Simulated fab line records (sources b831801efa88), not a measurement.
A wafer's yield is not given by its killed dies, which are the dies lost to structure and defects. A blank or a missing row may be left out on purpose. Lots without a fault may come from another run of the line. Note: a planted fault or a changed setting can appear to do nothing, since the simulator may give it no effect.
The tool behind it: which one?    flow gf180mcu    14 lots, 42 wafers sampled, at 6 steps of a route of 602

## WHAT EACH GAUGE READ, for each wafer
GF_STI_BOW_MEAS_00.
lot   measured     on             INCOMING_BOW (um)
L288  day 1 15:01  film-metro-02  -9 -6 2
L289  day 1 20:02  film-metro-01  -8 1 4
L290  day 2 01:01  film-metro-01  -5 -2 -9
L291  day 2 06:00  film-metro-02  8 10 -3
L293  day 2 16:02  film-metro-02  2 10 -2
L294  day 2 21:00  film-metro-02  -3 7 -1
L295  day 3 02:00  film-metro-04  3 1 -9
L296  day 3 07:00  film-metro-01  -4 -4 -3
L297  day 3 12:00  film-metro-02  -9 -9 7
L299  day 3 22:00  film-metro-04  -8 1 3
L300  day 4 03:02  film-metro-02  2 3 -4
L305  day 5 04:02  film-metro-04  0 -12 -23
L307  day 5 14:02  film-metro-01  5 2 -1
L308  day 5 19:02  film-metro-01  -3 -6 -10

GF_NWELL_OVL_MEAS_07.
lot   measured     on          NWELL_OVL (nm)
L288  day 3 11:48  overlay-01  1.6 1.2 0.7
L289  day 3 19:02  overlay-01  0.6 1.6 1.6
L290  day 3 23:47  overlay-01  -1.0 -0.1 -0.4
L291  day 4 04:52  overlay-01  0.5 -1.2 -0.8
L293  day 4 17:56  overlay-01  -0.2 0.3 -0.2
L294  day 4 21:23  overlay-01  -1.6 -2.9 -1.0
L295  day 5 03:59  overlay-02  -0.6 0.1 -0.1
L296  day 5 09:02  overlay-02  -1.3 -1.1 -1.5
L297  day 5 13:17  overlay-01  -1.0 -0.4 -0.1
L299  day 6 02:55  overlay-01  1.1 1.0 2.1
L300  day 6 07:19  overlay-02  -1.7 -2.7 -1.7
L305  day 7 11:25  overlay-02  0.5 0.5 0.4
L307  day 7 21:20  overlay-01  -0.8 -0.9 -3.3
L308  day 8 02:35  overlay-01  -0.6 1.4 1.6

GF_NWELL_TW_MEAS_11.
lot   measured     on             NWELL_TW
L288  day 3 12:14  film-metro-03  1587 1576 1583
L289  day 3 19:29  film-metro-04  1571 1567 1577
L290  day 4 00:14  film-metro-01  1552 1559 1553
L291  day 4 05:19  film-metro-01  1560 1560 1554
L293  day 4 18:23  film-metro-01  1538 1550 1552
L294  day 4 21:49  film-metro-04  1567 1562 1561
L295  day 5 04:25  film-metro-01  1558 1553 1554
L296  day 5 09:28  film-metro-01  1556 1561 1557
L297  day 5 13:46  film-metro-01  1547 1567 1550
L299  day 6 03:41  film-metro-01  1914 1902 1896 1897 1906 1905
L300  day 6 07:46  film-metro-01  1556 1564 1566
L305  day 7 12:11  film-metro-03  1926 1936 1934 1936 1936 1942
L307  day 7 21:47  film-metro-04  1565 1560 1566
L308  day 8 03:21  film-metro-03  1910 1928 1919 1928 1918 1937

GF_VT_IMPLANT_RS_MEAS_47: the measuring method here is four-point-probe.
lot   measured      on             NWELL_RS (ohm/sq)
L288  day 7 18:31   film-metro-01  487.0 486.4 487.8
L289  day 8 05:58   film-metro-01  484.9 487.7 488.4
L290  day 8 09:54   film-metro-04  487.6 486.0 487.3
L291  day 8 17:20   film-metro-01  486.8 487.1 487.7
L293  day 9 06:43   film-metro-03  488.7 487.5 487.1
L294  day 9 11:44   film-metro-01  487.7 486.7 487.8
L295  day 9 20:17   film-metro-01  490.4 489.9 491.0
L296  day 10 07:08  film-metro-03  486.0 486.0 486.5
L297  day 10 07:29  film-metro-04  490.2 487.1 488.8
L299  day 11 00:56  film-metro-01  349.0 350.6 349.2 349.1 349.1 349.8
L300  day 11 04:47  film-metro-04  485.8 486.2 485.4
L305  day 12 16:43  film-metro-01  348.4 349.7 349.7 350.2 349.9 349.8
L307  day 13 02:56  film-metro-03  488.5 487.4 487.9
L308  day 13 07:38  film-metro-01  349.4 349.0 348.9 349.3 349.6 349.6

GF_HV_LDD_CD_MEAS_19: target cd 400 nm.
lot   measured      on         cd-nm (nm)
L288  day 11 02:33  cd-sem-01  399.4 397.8 399.4
L289  day 11 13:25  cd-sem-01  399.6 400.2 400.5
L290  day 11 21:39  cd-sem-02  399.9 403.2 402.3
L291  day 12 03:23  cd-sem-01  398.8 398.0 399.4
L293  day 12 13:56  cd-sem-02  401.5 402.4 401.9
L294  day 12 23:15  cd-sem-01  398.1 398.7 400.8
L295  day 13 07:12  cd-sem-02  398.0 402.6 401.2
L296  day 13 22:28  cd-sem-02  402.4 402.9 400.7
L297  day 13 22:10  cd-sem-02  398.8 398.7 397.2
L300  day 14 20:04  cd-sem-01  401.2 403.8 402.5
L307  day 16 23:52  cd-sem-02  396.1 397.5 397.0

## TOOL THAT RAN EACH LOT (tool first, then ch and the chambers of the sampled wafers, then the start)
lot   GF_NWELL_IMPLANT_08
L288  implanter-01 ch 0, day 3 11:51
L289  implanter-01 ch 0, day 3 19:07
L290  implanter-01 ch 0, day 3 23:50
L291  implanter-03 ch 0, day 4 04:55
L293  implanter-01 ch 0, day 4 18:01
L294  implanter-03 ch 0, day 4 21:25
L295  implanter-01 ch 0, day 5 04:01
L296  implanter-03 ch 0, day 5 09:04
L297  implanter-03 ch 0, day 5 13:19
L299  implanter-01 ch 0, day 6 02:57
L300  implanter-01 ch 0, day 6 07:24
L305  implanter-02 ch 0, day 7 11:30
L307  implanter-01 ch 0, day 7 21:25
L308  implanter-01 ch 0, day 8 02:40
- GF_NWELL_IMPLANT_08

## AS READ BY THE TOOLS THEMSELVES (means over the sampled wafers that have a number; for cases with no such wafer, the mark the record gives instead)
GF_NWELL_IMPLANT_08.
lot   tool          beam-energy-keV  beam-on-s (s)
L288  implanter-01  449.80           9.68
L289  implanter-01  449.83           10.00
L290  implanter-01  450.07           10.03
L291  implanter-03  450.00           9.94
L293  implanter-01  450.11           9.87
L294  implanter-03  449.93           9.72
L295  implanter-01  450.06           10.14
L296  implanter-03  449.84           10.07
L297  implanter-03  450.09           9.99
L299  implanter-01  449.99           10.02
L300  implanter-01  449.78           10.12
L305  implanter-02  450.07           10.13
L307  implanter-01  449.97           10.13
L308  implanter-01  450.13           9.96

## THE ANSWER, worked out from the rows above alone
Rule: the lots themselves supply what counts as usual. Put in order of their means at a reading, lots are off if they are a third of the lots or fewer, leave a main group of 4 or more, and stand apart from it by a gap of 3 or more times the standard deviation of the main group's means; of several such gaps the widest counts. A main group is skipped when, at the precision printed for the reading in the tables above, its means are all equal. Also off: a lot with no number at a reading for which 4 or more lots have one. Where the step has rows for the other lots, those lots are counted as sound. The gauges are gone through in route order, then the tools' own readings, and for those a lot's mean is taken as printed above. At the first step where some lot is off, the reading lying furthest off is the one used; lots without a number count as furthest.
Off: L299, L305, L308, seen at GF_NWELL_TW_MEAS_11 (NWELL_TW). The main group has a mean of 1561 with a standard deviation of 9.1.
If a tool, at a process step before that reading, ran all the lots that are off and no sound lot after the first of them, it fits. Those tools and the gauges at GF_NWELL_TW_MEAS_11 are tried in the same way. None of those tried fits.

## WHAT WAS PUT IN BY THE SIMULATOR
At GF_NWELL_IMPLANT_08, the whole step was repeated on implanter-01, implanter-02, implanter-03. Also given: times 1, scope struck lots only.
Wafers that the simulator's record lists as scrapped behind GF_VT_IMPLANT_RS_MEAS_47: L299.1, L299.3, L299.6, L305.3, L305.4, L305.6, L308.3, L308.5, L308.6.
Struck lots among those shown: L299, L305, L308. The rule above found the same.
